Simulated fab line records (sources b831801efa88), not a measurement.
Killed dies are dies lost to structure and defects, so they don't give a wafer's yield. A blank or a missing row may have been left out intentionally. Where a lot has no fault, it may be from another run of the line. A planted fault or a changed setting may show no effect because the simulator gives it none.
Chamber matching | flow sky130 | SKY_POLY_GATE_ETCH_17 on rieSi-02 has 4 sister chambers
The step etches poly-Si in HBr/Cl2, stops on SiO2, target depth 180 nm, time 70.5 s. 8 wafers are shown with their chamber, then 7 later ones without.

## WAFERS WITH THEIR CHAMBER
wafer  | chamber | drypumpMotorCurrentA (A) | oesProductAu (a.u.)
L598.2 | 1       | 5.7                      | 0.977
L598.4 | 3       | 6.3                      | 0.997
L599.3 | 1       | 5.7                      | 0.979
L599.5 | 3       | 6.4                      | 0.990
L601.3 | 2       | 5.6                      | 0.994
L601.5 | 0       | 5.8                      | 0.990
L604.2 | 0       | 5.8                      | 0.989
L604.4 | 2       | 5.6                      | 0.986

## WAFERS MISSING THEIR CHAMBER
wafer  | drypumpMotorCurrentA (A) | oesProductAu (a.u.)
L604.5 | 5.7                      | 0.982
L617.1 | 5.8                      | 0.979
L617.5 | 5.7                      | 0.995
L617.6 | 6.3                      | 0.970
L619.1 | 5.8                      | 0.981
L619.4 | 5.6                      | 0.971
L619.6 | 5.8                      | 0.977

## THE CHAMBER EACH PASSED THROUGH
wafer  | from the rows above          | in truth
L604.5 | 1                            | 1
L617.1 | can't be placed: 0 or 1      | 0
L617.5 | can't be placed: 2 or 0 or 1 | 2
L617.6 | 3                            | 3
L619.1 | can't be placed: 0 or 1      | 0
L619.4 | can't be placed: 1 or 2      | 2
L619.6 | can't be placed: 1 or 0      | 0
Correct placement for 2 of the 7. These rows do not allow placing 5 (true chamber among the candidates in 5). 0 placed wrongly.
How it was worked out, from the rows above alone: a wafer's distance from a chamber is the root of the sum, over the readings, of the square of ((its reading less the chamber's mean) divided by the reading's scatter). The wafer belongs to the nearest chamber; if the next one is less than 2 further off, it can't be placed. For every chamber, the mean is computed from those of its wafers that are shown. The scatter: the root of (the sum of the squares of (reading less its chamber's mean) over the shown wafers, divided by (wafers less chambers)).
